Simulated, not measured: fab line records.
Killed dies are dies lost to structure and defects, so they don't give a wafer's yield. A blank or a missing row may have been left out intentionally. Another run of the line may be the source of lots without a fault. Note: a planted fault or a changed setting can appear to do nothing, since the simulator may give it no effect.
Comparing a struck lot with a sound one | flow sfq_line | 24 steps out of a route of 325
Sound: the wafers L797.2, L797.3, L797.6. Struck: wafer L789.2 (L789.1, L789.4, from the same lot, were not struck and are left out); the cause is given at the end.
Order at every step that has rows: each side's tool, ch and its chambers, its first start. Under that, the readings that differ: sound wafers | struck wafers | difference of the means | sigmas: that difference in standard deviations of wafers without a fault.
alike: readings with means less than 2 such deviations apart, plus words and numbers identical on both sides. not compared: withheld readings, readings lacking a value on some wafer, bounds such as >300 that could conceal the same value, and numbers that have no deviation in the record and whose values overlap.
A row with sigmas, a row that says differs or no value, or rows on one side alone: a step with any of these is where the two part. When numbers do not overlap yet have no deviation, they are printed without sigmas and do not part them. A reading missing from all wafers of one side parts the sides only when that side holds two or more wafers.

first, 6 steps without rows for these wafers: SFQ_TRILAYER_I2_VIA_LITHO_COAT_072 (resist thk 62 nm); SFQ_TRILAYER_I2_VIA_LITHO_COAT_067 (resist thk 650 nm); SFQ_TRILAYER_I2_VIA_LITHO_SOFTBAKE_071; SFQ_TRILAYER_I2_VIA_LITHO_EXPOSE_068 (exposes mask I2, target cd 500 nm); SFQ_TRILAYER_I2_VIA_LITHO_PEB_070 (peb time 60 s); SFQ_TRILAYER_I2_VIA_LITHO_DEVELOP_069 (time 60 s).
SFQ_I2_OVL_MEAS_918:
  sound on overlay-01, day 42 03:24; struck on overlay-02, day 39 14:04
  alike: I2_OVL
SFQ_TRILAYER_I2_VIA_BARC_OPEN_VIA_ETCH_096: etches BARC in O2, target depth 125 nm, time 41.7 s.
  sound on rie_diel-03 ch 1,3, day 42 03:26; struck on rie_diel-02 ch 2, day 39 14:07
  alike: drypump_motor_current_A, oes_product_au
  not compared: rf_hours_counter_h
SFQ_TRILAYER_I2_VIA_ETCH_VIA_ETCH_070: etches SiO2 in CHF3, stops on Nb, target depth 260 nm.
  sound on rie_diel-03 ch 1,3, day 42 03:28; struck on rie_diel-02 ch 2, day 39 14:09
  alike: drypump_motor_current_A, oes_product_au
SFQ_TRILAYER_I2_VIA_STRIP_STRIP_071: strips in O2.
  sound on rie_metal-04 ch 0,1, day 42 03:35; struck on rie_metal-02 ch 0, day 39 14:16
  reading               | sound             | struck | difference | sigmas
  oes_product_au (a.u.) | 1.002 1.019 1.018 | 0.988  | -0.025     | -2
  alike: drypump_motor_current_A, platen_temp_c
  not compared: rf_hours_counter_h
then, 2 steps without rows for these wafers: SFQ_TRILAYER_I2_VIA_STRIP_SOLV_CLEAN_072 (cleans in NMP, time 600 s); SFQ_TRILAYER_M3_DEP_PRE_CLEAN_074 (time 22.5 s).
SFQ_TRILAYER_M3_DEP_SPUTTER_073: material Nb, target thk 200 nm, time 133.3 s.
  sound on pvd_sputter-06, day 42 04:23; struck on pvd_sputter-05, day 39 15:04
  alike: cathode_dc_power_W, throttle_valve_pct
SFQ_M3_RS_MEAS_919: a four-point-probe measurement.
  sound on film_metro-01, day 42 04:30; struck on film_metro-01, day 39 15:10
  reading           | sound             | struck | difference | sigmas
  M3_NB_RS (ohm/sq) | 0.883 0.883 0.888 | 1.006  | +0.121     | +12
then, 6 steps without rows for these wafers: SFQ_TRILAYER_M3_LITHO_COAT_080 (resist thk 62 nm); SFQ_TRILAYER_M3_LITHO_COAT_075 (resist thk 600 nm); SFQ_TRILAYER_M3_LITHO_SOFTBAKE_079; SFQ_TRILAYER_M3_LITHO_EXPOSE_076 (exposes mask M3, target cd 500 nm); SFQ_TRILAYER_M3_LITHO_PEB_078 (peb time 60 s); SFQ_TRILAYER_M3_LITHO_DEVELOP_077 (time 60 s).
-- the record jumps here: 6 days lie between the struck wafers' starts before and after --
SFQ_M3_OVL_MEAS_921:
  sound on overlay-01, day 47 15:04; struck on overlay-02, day 45 14:22
  alike: M3_OVL
SFQ_TRILAYER_M3_BARC_OPEN_METAL_ETCH_100: etches BARC in O2, target depth 125 nm, time 41.7 s.
  sound on rie_metal-02 ch 0,1, day 47 15:05; struck on rie_metal-01 ch 1, day 45 14:24
  alike: drypump_motor_current_A, oes_product_au
  not compared: rf_hours_counter_h
SFQ_TRILAYER_M3_ETCH_METAL_ETCH_078: etches Nb in Cl2/Ar, stops on SiO2, target depth 240 nm, time 120 s.
  sound on rie_metal-02 ch 0,1, day 47 15:09; struck on rie_metal-01 ch 1, day 45 14:28
  reading                     | sound             | struck | difference | sigmas
  drypump_motor_current_A (A) | 5.0 5.7 5.7       | 6.7    | +1.2       | +2
  oes_product_au (a.u.)       | 0.889 0.893 0.901 | 0.832  | -0.062     | -9
  not compared: rf_hours_counter_h
SFQ_TRILAYER_M3_STRIP_STRIP_079: strips in O2.
  sound on rie_metal-02 ch 0,1, day 47 15:17; struck on rie_metal-01 ch 1, day 45 14:35
  alike: drypump_motor_current_A, oes_product_au, platen_temp_c
  not compared: rf_hours_counter_h

## WHERE THEY PART
Last at SFQ_TRILAYER_M3_ETCH_METAL_ETCH_078 as far as this record goes, first at SFQ_TRILAYER_I2_VIA_STRIP_STRIP_071. Later steps at which nothing parts them and some readings are alike: SFQ_TRILAYER_M3_STRIP_STRIP_079.

WHY: what the simulator had put in
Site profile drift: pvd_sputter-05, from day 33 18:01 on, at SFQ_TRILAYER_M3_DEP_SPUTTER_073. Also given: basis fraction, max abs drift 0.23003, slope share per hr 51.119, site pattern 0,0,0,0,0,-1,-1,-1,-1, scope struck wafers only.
